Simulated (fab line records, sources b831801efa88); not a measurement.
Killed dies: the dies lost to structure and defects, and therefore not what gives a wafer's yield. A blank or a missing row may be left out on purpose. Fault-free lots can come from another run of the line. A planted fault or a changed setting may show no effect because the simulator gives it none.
What tool caused it? | flow gf180mcu | Sampling: 12 lots, 36 wafers, 6 of 602 route steps

## WHAT THE GAUGES READ, wafer by wafer
GF_STI_THK_MEAS_04. Usual: for STI_CVD_03_THK the level is 206.4 nm and the standard deviation is 2.1.
lot  | measured    | on           | STI_CVD_03_THK (nm) | flag
L876 | day 1 19:37 | filmMetro-01 | 207.2 208.3 206.8   | 
L877 | day 1 23:34 | filmMetro-01 | 206.8 206.7 207.2   | 
L878 | day 2 04:34 | filmMetro-03 | 208.1 208.1 207.5   | 
L880 | day 2 14:34 | filmMetro-01 | 207.6 207.6 208.0   | 
L883 | day 3 06:31 | filmMetro-01 | 208.5 209.1 207.5   | 
L885 | day 3 16:45 | filmMetro-01 | 205.9 206.7 205.7   | 
L886 | day 3 21:50 | filmMetro-01 | 203.4 202.5 204.9   | 
L891 | day 4 21:34 | filmMetro-02 | 208.6 206.7 207.3   | 
L894 | day 5 15:15 | filmMetro-03 | 134.2 135.3 136.2   | OFF
L896 | day 5 22:35 | filmMetro-02 | 139.5 142.3 140.2   | OFF
L897 | day 6 04:34 | filmMetro-01 | 140.3 138.7 138.7   | OFF
L898 | day 6 10:17 | filmMetro-03 | 204.0 204.8 203.9   | 

GF_CONTACT_OVL_MEAS_15. Usual: for CONTACT_OVL the level is 3 nm and the standard deviation is 5.7.
lot  | measured     | on         | CONTACT_OVL (nm) | flag
L876 | day 16 09:22 | overlay-01 | 8 7 4            | 
L877 | day 16 16:45 | overlay-01 | -1 10 -1         | 
L878 | day 17 04:31 | overlay-01 | 1 -9 -8          | 
L880 | day 17 23:10 | overlay-02 | -3 0 -2          | 
L883 | day 19 01:46 | overlay-02 | 7 7 8            | 
L885 | day 19 20:30 | overlay-02 | -11 -4 -7        | 
L886 | day 20 07:55 | overlay-02 | 1 1 1            | 
L891 | day 22 02:31 | overlay-02 | 0 3 2            | 
L894 | day 23 00:42 | overlay-02 | 0 -2 -4          | 
L896 | day 23 12:52 | overlay-02 | 3 6 -1           | 
L897 | day 23 21:28 | overlay-02 | 16 7 5           | 
L898 | day 24 08:16 | overlay-01 | 1 -4 0           | 

## TOOL THAT RAN EACH LOT (tool first, then ch and the chambers of the sampled wafers, then the start)
lot  | GF_STI_CVD_03              | GF_STI_ETCH_13                   | GF_HV_LDD_RTA_52                | GF_SALICIDE_RTA_08
L876 | lpcvd-02 ch 1, day 1 17:37 | rieDiel-04 ch 0,3, day 2 07:31   | rtpAnneal-01 ch 0, day 12 16:46 | rtpAnneal-02 ch 0, day 15 10:54
L877 | lpcvd-02 ch 1, day 1 21:34 | rieDiel-03 ch 1,2, day 2 11:10   | rtpAnneal-02 ch 0, day 12 22:25 | rtpAnneal-01 ch 0, day 15 18:08
L878 | lpcvd-02 ch 1, day 2 02:34 | rieDiel-03 ch 0,1, day 2 16:40   | rtpAnneal-02 ch 0, day 13 08:10 | rtpAnneal-02 ch 0, day 16 05:52
L880 | lpcvd-02 ch 1, day 2 12:34 | rieDiel-03 ch 1,3, day 3 02:22   | rtpAnneal-02 ch 0, day 14 02:10 | rtpAnneal-01 ch 0, day 16 23:10
L883 | lpcvd-02 ch 0, day 3 04:31 | rieDiel-03 ch 1,2,3, day 3 18:49 | rtpAnneal-02 ch 0, day 15 02:03 | rtpAnneal-01 ch 0, day 18 01:15
L885 | lpcvd-02 ch 0, day 3 14:46 | rieDiel-03 ch 0,1,3, day 4 05:58 | rtpAnneal-01 ch 0, day 15 17:55 | rtpAnneal-02 ch 0, day 18 19:07
L886 | lpcvd-02 ch 0, day 3 19:51 | rieDiel-03 ch 0,2,3, day 4 10:49 | rtpAnneal-02 ch 0, day 16 04:07 | rtpAnneal-01 ch 0, day 19 05:55
L891 | lpcvd-02 ch 0, day 4 19:34 | rieDiel-03 ch 1,2,3, day 5 12:04 | rtpAnneal-02 ch 0, day 17 19:51 | rtpAnneal-01 ch 0, day 21 02:49
L894 | lpcvd-02 ch 1, day 5 13:16 | rieDiel-01 ch 0,1, day 6 05:31   | rtpAnneal-01 ch 0, day 18 19:00 | rtpAnneal-02 ch 0, day 22 00:28
L896 | lpcvd-02 ch 0, day 5 20:35 | rieDiel-01 ch 0,1,2, day 6 13:36 | rtpAnneal-01 ch 0, day 19 08:49 | rtpAnneal-02 ch 0, day 22 13:26
L897 | lpcvd-02 ch 1, day 6 01:34 | rieDiel-04 ch 0,2,3, day 6 19:19 | rtpAnneal-02 ch 0, day 19 16:37 | rtpAnneal-01 ch 0, day 22 22:01
L898 | lpcvd-01 ch 1, day 6 08:18 | rieDiel-01 ch 2,3, day 7 01:18   | rtpAnneal-01 ch 0, day 20 04:47 | rtpAnneal-02 ch 0, day 23 09:01
- GF_STI_CVD_03: deposits Si3N4 from DCS/NH3, target thk 207.16 nm, time 3551 s.
- GF_STI_ETCH_13: etches the open film in CHF3/O2, stops on Si, target depth 282.31 nm, time 112.9 s.
- GF_HV_LDD_RTA_52: time 10 s.
- GF_SALICIDE_RTA_08: time 30 s.

## AS READ BY THE TOOLS THEMSELVES (means over the sampled wafers that have a number; for cases with no such wafer, the mark the record gives instead)
GF_STI_ETCH_13. Usual: chf3FlowSccm 50.04 sccm, standard deviation 0.16; drypumpMotorCurrentA 5.7 A, standard deviation 0.59; oesProductAu 0.831 a.u., standard deviation 0.0066; throttleValvePct 8.811 %, standard deviation 0.0086.
lot  | tool       | chf3FlowSccm (sccm) | drypumpMotorCurrentA (A) | oesProductAu (a.u.) | throttleValvePct (%) | flag
L876 | rieDiel-04 | 50.03               | 4.8                      | 0.832               | 8.813                | 
L877 | rieDiel-03 | 50.09               | 6.5                      | 0.831               | 8.816                | 
L878 | rieDiel-03 | 50.04               | 6.3                      | 0.835               | 8.814                | 
L880 | rieDiel-03 | 49.96               | 6.1                      | 0.831               | 8.811                | 
L883 | rieDiel-03 | 50.08               | 6.3                      | 0.835               | 8.801                | 
L885 | rieDiel-03 | 49.94               | 6.1                      | 0.836               | 8.810                | 
L886 | rieDiel-03 | 50.06               | 6.1                      | 0.827               | 8.810                | 
L891 | rieDiel-03 | 49.88               | 6.2                      | 0.832               | 8.813                | 
L894 | rieDiel-01 | 49.90               | 5.8                      | 0.676               | 8.763                | OFF
L896 | rieDiel-01 | 50.03               | 5.9                      | 0.686               | 8.762                | OFF
L897 | rieDiel-04 | 50.12               | 4.9                      | 0.678               | 8.764                | OFF
L898 | rieDiel-01 | 50.12               | 5.7                      | 0.823               | 8.808                | 

GF_HV_LDD_RTA_52. Usual: lampPowerPct 35.3 %, standard deviation 1; wafer_temp_C_max 1003.7, standard deviation 0.82.
lot  | tool         | lampPowerPct (%) | wafer_temp_C_max | flag
L876 | rtpAnneal-01 | 36.5             | 1004.2           | 
L877 | rtpAnneal-02 | 34.4             | 1003.2           | 
L878 | rtpAnneal-02 | 34.4             | 1003.3           | 
L880 | rtpAnneal-02 | 34.4             | 1003.1           | 
L883 | rtpAnneal-02 | 34.4             | 1002.9           | 
L885 | rtpAnneal-01 | 36.5             | 1004.1           | 
L886 | rtpAnneal-02 | 34.4             | 1003.6           | 
L891 | rtpAnneal-02 | 34.4             | 1003.4           | 
L894 | rtpAnneal-01 | 36.5             | 1004.0           | 
L896 | rtpAnneal-01 | 36.5             | 1003.0           | 
L897 | rtpAnneal-02 | 34.4             | 1003.3           | 
L898 | rtpAnneal-01 | 36.5             | 1004.5           | 

GF_SALICIDE_RTA_08. Usual: lampPowerPct 18.7 %, standard deviation 0.54; wafer_temp_C_max 803.0, standard deviation 0.75.
lot  | tool         | lampPowerPct (%) | wafer_temp_C_max | flag
L876 | rtpAnneal-02 | 18.0             | 802.2            | 
L877 | rtpAnneal-01 | 19.1             | 803.1            | 
L878 | rtpAnneal-02 | 18.0             | 803.7            | 
L880 | rtpAnneal-01 | 19.1             | 803.5            | 
L883 | rtpAnneal-01 | 19.1             | 802.6            | 
L885 | rtpAnneal-02 | 18.0             | 802.3            | 
L886 | rtpAnneal-01 | 19.1             | 802.9            | 
L891 | rtpAnneal-01 | 19.1             | 802.9            | 
L894 | rtpAnneal-02 | 18.0             | 802.5            | 
L896 | rtpAnneal-02 | 18.0             | 803.0            | 
L897 | rtpAnneal-01 | 19.1             | 803.6            | 
L898 | rtpAnneal-02 | 18.0             | 802.6            | 

## THE ANSWER, worked out from the rows above alone
Rule: take the mean of a lot's wafers that have a number; if it is more than 3 standard deviations from the usual mean, the lot is off. A lot without any number at a reading at which 4 lots or more have one is off too. Any other lot the step has rows for is counted as sound. The gauges are gone through in route order, then the tools' own readings, and for those a lot's mean is taken as printed above. The first step at which some lot is off is used, and at that step the reading that is off furthest; a lot without a number counts as furthest.
Off: L894, L896, L897, at GF_STI_THK_MEAS_04 (STI_CVD_03_THK).
If a tool, at a process step before that reading, ran all the lots that are off and no sound lot after the first of them, it fits. Not tried: the gauges at GF_STI_THK_MEAS_04; whatever is off there is also off at GF_STI_ETCH_13, on other tools, and gauge error can't account for it. One fits: lpcvd-02 at GF_STI_CVD_03. A fault onset in the window from L891 (day 4 19:34, its last sound lot) to L894 (day 5 13:16, its first lot off) fits.

## WHAT WAS PUT IN BY THE SIMULATOR
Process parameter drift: lpcvd-02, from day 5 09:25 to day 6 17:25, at GF_STI_CVD_03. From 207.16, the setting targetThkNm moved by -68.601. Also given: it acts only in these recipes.
Struck lots among those shown: L894, L896, L897. The rule above reached the same finding.
